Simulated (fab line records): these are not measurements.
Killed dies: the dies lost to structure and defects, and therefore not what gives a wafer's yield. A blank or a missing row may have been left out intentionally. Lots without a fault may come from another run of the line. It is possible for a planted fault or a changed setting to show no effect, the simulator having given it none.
Which tool is to blame? :: flow sky130 :: 15 lots with 45 wafers sampled at 5 steps, on a route of 708 steps

== WHAT EACH GAUGE READ, for each wafer ==
SKY_METAL2_CD_MEAS_15: the cd target is 140 nm.
lot: L746
measured: day 35 12:52
on: cd sem-02
cd nm (nm): 139.5 140.5 141.1

lot: L747
measured: day 35 23:27
on: cd sem-02
cd nm (nm): 140.1 138.8 139.3

lot: L748
measured: day 36 06:27
on: cd sem-02
cd nm (nm): 140.7 140.0 141.1

lot: L749
measured: day 37 00:02
on: cd sem-02
cd nm (nm): 141.6 140.9 141.3

lot: L750
measured: day 37 00:17
on: cd sem-02
cd nm (nm): 142.7 142.7 141.5

lot: L755
measured: day 39 06:13
on: cd sem-01
cd nm (nm): 141.3 139.6 138.9

lot: L758
measured: day 39 12:28
on: cd sem-01
cd nm (nm): 139.5 141.8 141.0

lot: L757
measured: day 39 13:08
on: cd sem-02
cd nm (nm): 214.7 214.7 214.4

lot: L759
measured: day 40 01:20
on: cd sem-02
cd nm (nm): 211.6 212.9 212.6

lot: L760
measured: day 40 03:31
on: cd sem-02
cd nm (nm): 199.5 198.2 198.9

lot: L761
measured: day 40 13:30
on: cd sem-01
cd nm (nm): 138.8 140.5 140.0

lot: L765
measured: day 41 09:07
on: cd sem-01
cd nm (nm): 141.1 142.7 141.3

lot: L766
measured: day 42 09:19
on: cd sem-02
cd nm (nm): 139.2 138.1 140.3

lot: L768
measured: day 42 10:44
on: cd sem-02
cd nm (nm): 141.8 141.0 141.2

lot: L769
measured: day 42 11:40
on: cd sem-02
cd nm (nm): 141.6 142.0 142.2

SKY_VIA2_BOW_MEAS_03.
lot: L746
measured: day 35 14:18
on: film metro-04
VIA2_BOW (um): 70 67 81

lot: L747
measured: day 36 00:52
on: film metro-02
VIA2_BOW (um): 84 88 100

lot: L748
measured: day 36 07:55
on: film metro-01
VIA2_BOW (um): 80 90 82

lot: L749
measured: day 37 01:33
on: film metro-04
VIA2_BOW (um): 89 89 73

lot: L750
measured: day 37 01:51
on: film metro-02
VIA2_BOW (um): 104 94 87

lot: L755
measured: day 39 07:46
on: film metro-04
VIA2_BOW (um): 87 80 87

lot: L758
measured: day 39 14:02
on: film metro-01
VIA2_BOW (um): 85 97 83

lot: L761
measured: day 40 15:09
on: film metro-02
VIA2_BOW (um): 88 91 99

lot: L765
measured: day 41 10:32
on: film metro-02
VIA2_BOW (um): 83 84 87

lot: L766
measured: day 42 10:46
on: film metro-02
VIA2_BOW (um): 73 82 94

lot: L768
measured: day 42 12:18
on: film metro-02
VIA2_BOW (um): 94 86 87

lot: L769
measured: day 42 13:12
on: film metro-01
VIA2_BOW (um): 69 85 77

== TOOL THAT RAN EACH LOT (tool first, then ch and the chambers of the sampled wafers, then the start) ==
lot: L746
SKY_METAL1_SPUTTER_00: pvd sputter-04, day 32 01:10
SKY_METAL1_SPUTTER_04: pvd sputter-04, day 32 01:16
SKY_METAL2_EXPOSE_12: krf scanner-01 ch 0, day 34 23:40

lot: L747
SKY_METAL1_SPUTTER_00: pvd sputter-04, day 32 10:58
SKY_METAL1_SPUTTER_04: pvd sputter-04, day 32 11:03
SKY_METAL2_EXPOSE_12: krf scanner-02 ch 0, day 35 10:22

lot: L748
SKY_METAL1_SPUTTER_00: pvd sputter-03, day 32 18:40
SKY_METAL1_SPUTTER_04: pvd sputter-03, day 32 18:46
SKY_METAL2_EXPOSE_12: krf scanner-02 ch 0, day 35 17:37

lot: L749
SKY_METAL1_SPUTTER_00: pvd sputter-03, day 33 11:52
SKY_METAL1_SPUTTER_04: pvd sputter-03, day 33 11:58
SKY_METAL2_EXPOSE_12: krf scanner-01 ch 0, day 36 10:49

lot: L750
SKY_METAL1_SPUTTER_00: pvd sputter-04, day 33 12:23
SKY_METAL1_SPUTTER_04: pvd sputter-04, day 33 12:28
SKY_METAL2_EXPOSE_12: krf scanner-01 ch 0, day 36 11:07

lot: L755
SKY_METAL1_SPUTTER_00: pvd sputter-04, day 35 19:50
SKY_METAL1_SPUTTER_04: pvd sputter-04, day 35 19:55
SKY_METAL2_EXPOSE_12: krf scanner-02 ch 0, day 38 17:17

lot: L758
SKY_METAL1_SPUTTER_00: pvd sputter-03, day 36 03:58
SKY_METAL1_SPUTTER_04: pvd sputter-03, day 36 04:03
SKY_METAL2_EXPOSE_12: krf scanner-01 ch 0, day 39 00:37

lot: L757
SKY_METAL1_SPUTTER_00: pvd sputter-02, day 36 05:16
SKY_METAL1_SPUTTER_04: pvd sputter-02, day 36 05:22
SKY_METAL2_EXPOSE_12: krf scanner-02 ch 0, day 39 01:13

lot: L759
SKY_METAL1_SPUTTER_00: pvd sputter-03, day 36 16:37
SKY_METAL1_SPUTTER_04: pvd sputter-03, day 36 16:43
SKY_METAL2_EXPOSE_12: krf scanner-02 ch 0, day 39 12:46

lot: L760
SKY_METAL1_SPUTTER_00: pvd sputter-04, day 36 19:10
SKY_METAL1_SPUTTER_04: pvd sputter-04, day 36 19:15
SKY_METAL2_EXPOSE_12: krf scanner-02 ch 0, day 39 15:03

lot: L761
SKY_METAL1_SPUTTER_00: pvd sputter-04, day 37 05:23
SKY_METAL1_SPUTTER_04: pvd sputter-04, day 37 05:29
SKY_METAL2_EXPOSE_12: krf scanner-01 ch 0, day 40 01:27

lot: L765
SKY_METAL1_SPUTTER_00: pvd sputter-03, day 38 03:26
SKY_METAL1_SPUTTER_04: pvd sputter-03, day 38 03:31
SKY_METAL2_EXPOSE_12: krf scanner-01 ch 0, day 40 21:35

lot: L766
SKY_METAL1_SPUTTER_00: pvd sputter-02, day 39 03:22
SKY_METAL1_SPUTTER_04: pvd sputter-02, day 39 03:28
SKY_METAL2_EXPOSE_12: krf scanner-01 ch 0, day 41 21:08

lot: L768
SKY_METAL1_SPUTTER_00: pvd sputter-02, day 39 07:16
SKY_METAL1_SPUTTER_04: pvd sputter-02, day 39 07:22
SKY_METAL2_EXPOSE_12: krf scanner-01 ch 0, day 41 22:31

lot: L769
SKY_METAL1_SPUTTER_00: pvd sputter-04, day 39 07:28
SKY_METAL1_SPUTTER_04: pvd sputter-04, day 39 07:33
SKY_METAL2_EXPOSE_12: krf scanner-01 ch 0, day 41 23:37
- SKY_METAL1_SPUTTER_00: material Ti, target thk 15 nm, time 10 s.
- SKY_METAL1_SPUTTER_04: material TiN, target thk 70 nm, time 58.3 s.
- SKY_METAL2_EXPOSE_12: exposes mask MM2, target cd 140 nm.

== WHAT THE TOOLS THEMSELVES READ (means of the sampled wafers that have a number; where no wafer has one, the mark that the record gives instead) ==
SKY_METAL1_SPUTTER_00.
lot: L746
tool: pvd sputter-04
throttle valve pct (%): 29.9

lot: L747
tool: pvd sputter-04
throttle valve pct (%): 29.5

lot: L748
tool: pvd sputter-03
throttle valve pct (%): 29.1

lot: L749
tool: pvd sputter-03
throttle valve pct (%): 30.1

lot: L750
tool: pvd sputter-04
throttle valve pct (%): 29.5

lot: L755
tool: pvd sputter-04
throttle valve pct (%): 29.8

lot: L758
tool: pvd sputter-03
throttle valve pct (%): 27.6

lot: L757
tool: pvd sputter-02
throttle valve pct (%): 28.8

lot: L759
tool: pvd sputter-03
throttle valve pct (%): 30.3

lot: L760
tool: pvd sputter-04
throttle valve pct (%): 29.8

lot: L761
tool: pvd sputter-04
throttle valve pct (%): 30.0

lot: L765
tool: pvd sputter-03
throttle valve pct (%): 28.5

lot: L766
tool: pvd sputter-02
throttle valve pct (%): 30.0

lot: L768
tool: pvd sputter-02
throttle valve pct (%): 30.0

lot: L769
tool: pvd sputter-04
throttle valve pct (%): 30.3

SKY_METAL1_SPUTTER_04.
lot: L746
tool: pvd sputter-04
throttle valve pct (%): 30.1

lot: L747
tool: pvd sputter-04
throttle valve pct (%): 29.5

lot: L748
tool: pvd sputter-03
throttle valve pct (%): 29.0

lot: L749
tool: pvd sputter-03
throttle valve pct (%): 30.1

lot: L750
tool: pvd sputter-04
throttle valve pct (%): 29.6

lot: L755
tool: pvd sputter-04
throttle valve pct (%): 29.8

lot: L758
tool: pvd sputter-03
throttle valve pct (%): 27.6

lot: L757
tool: pvd sputter-02
throttle valve pct (%): 28.7

lot: L759
tool: pvd sputter-03
throttle valve pct (%): 30.2

lot: L760
tool: pvd sputter-04
throttle valve pct (%): 29.7

lot: L761
tool: pvd sputter-04
throttle valve pct (%): 30.1

lot: L765
tool: pvd sputter-03
throttle valve pct (%): 28.6

lot: L766
tool: pvd sputter-02
throttle valve pct (%): 29.9

lot: L768
tool: pvd sputter-02
throttle valve pct (%): 30.1

lot: L769
tool: pvd sputter-04
throttle valve pct (%): 30.2

SKY_METAL2_EXPOSE_12.
lot: L746
tool: krf scanner-01
exposure dose mJ cm2: 27.98

lot: L747
tool: krf scanner-02
exposure dose mJ cm2: 27.94

lot: L748
tool: krf scanner-02
exposure dose mJ cm2: 27.93

lot: L749
tool: krf scanner-01
exposure dose mJ cm2: 28.45

lot: L750
tool: krf scanner-01
exposure dose mJ cm2: 28.49

lot: L755
tool: krf scanner-02
exposure dose mJ cm2: 27.89

lot: L758
tool: krf scanner-01
exposure dose mJ cm2: 28.47

lot: L757
tool: krf scanner-02
exposure dose mJ cm2: 18.94

lot: L759
tool: krf scanner-02
exposure dose mJ cm2: 18.96

lot: L760
tool: krf scanner-02
exposure dose mJ cm2: 20.74

lot: L761
tool: krf scanner-01
exposure dose mJ cm2: 28.49

lot: L765
tool: krf scanner-01
exposure dose mJ cm2: 28.49

lot: L766
tool: krf scanner-01
exposure dose mJ cm2: 28.43

lot: L768
tool: krf scanner-01
exposure dose mJ cm2: 28.45

lot: L769
tool: krf scanner-01
exposure dose mJ cm2: 28.47

== THE ANSWER, worked out from the rows above alone ==
Rule: the usual values come from the lots themselves. Put in order of their means at a reading, lots are off if they are a third of the lots or fewer, leave a main group of 4 or more, and stand apart from it by a gap of 3 or more times the standard deviation of the main group's means; of several such gaps the widest counts. A main group whose means are all the same, to the digits that the tables above print for the reading, isn't used. A lot without any number at a reading at which 4 lots or more have one is off too. All remaining lots with rows at the step are treated as sound. First the gauges in route order, then the tools' own readings, where a lot's mean is used as printed above. At the first step where some lot is off, the reading lying furthest off is the one used; lots without a number count as furthest.
Off: L757, L759, L760 (SKY_METAL2_CD_MEAS_15, cd nm). Main group: mean 140.7 nm, sd 0.97.
A tool fits if, at a process step before that reading, it ran every lot that is off, and no sound lot after the first of them. Not tried: the gauges at SKY_METAL2_CD_MEAS_15; whatever is off there is also off at SKY_METAL2_EXPOSE_12, on other tools, and gauge error can't account for it. One fits: SKY_METAL2_EXPOSE_12 on krf scanner-02. A fault onset in the window from L755 (day 38 17:17, its last sound lot) to L757 (day 39 01:13, its first lot off) fits.
The tool's own readings at SKY_METAL2_EXPOSE_12 bear it out: on the lots that are off they differ by more than 5 times the standard deviation of the sound lots' means. exposure dose mJ cm2 reads 19.55 there against 28.29 on the sound lots.

== WHAT THE SIMULATOR PUT IN ==
Process parameters drifting: krf scanner-02 at SKY_METAL2_EXPOSE_12, beginning at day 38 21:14. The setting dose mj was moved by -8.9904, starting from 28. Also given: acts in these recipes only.
Lots struck among those shown: L757, L759, L760. Same finding as the rule above.
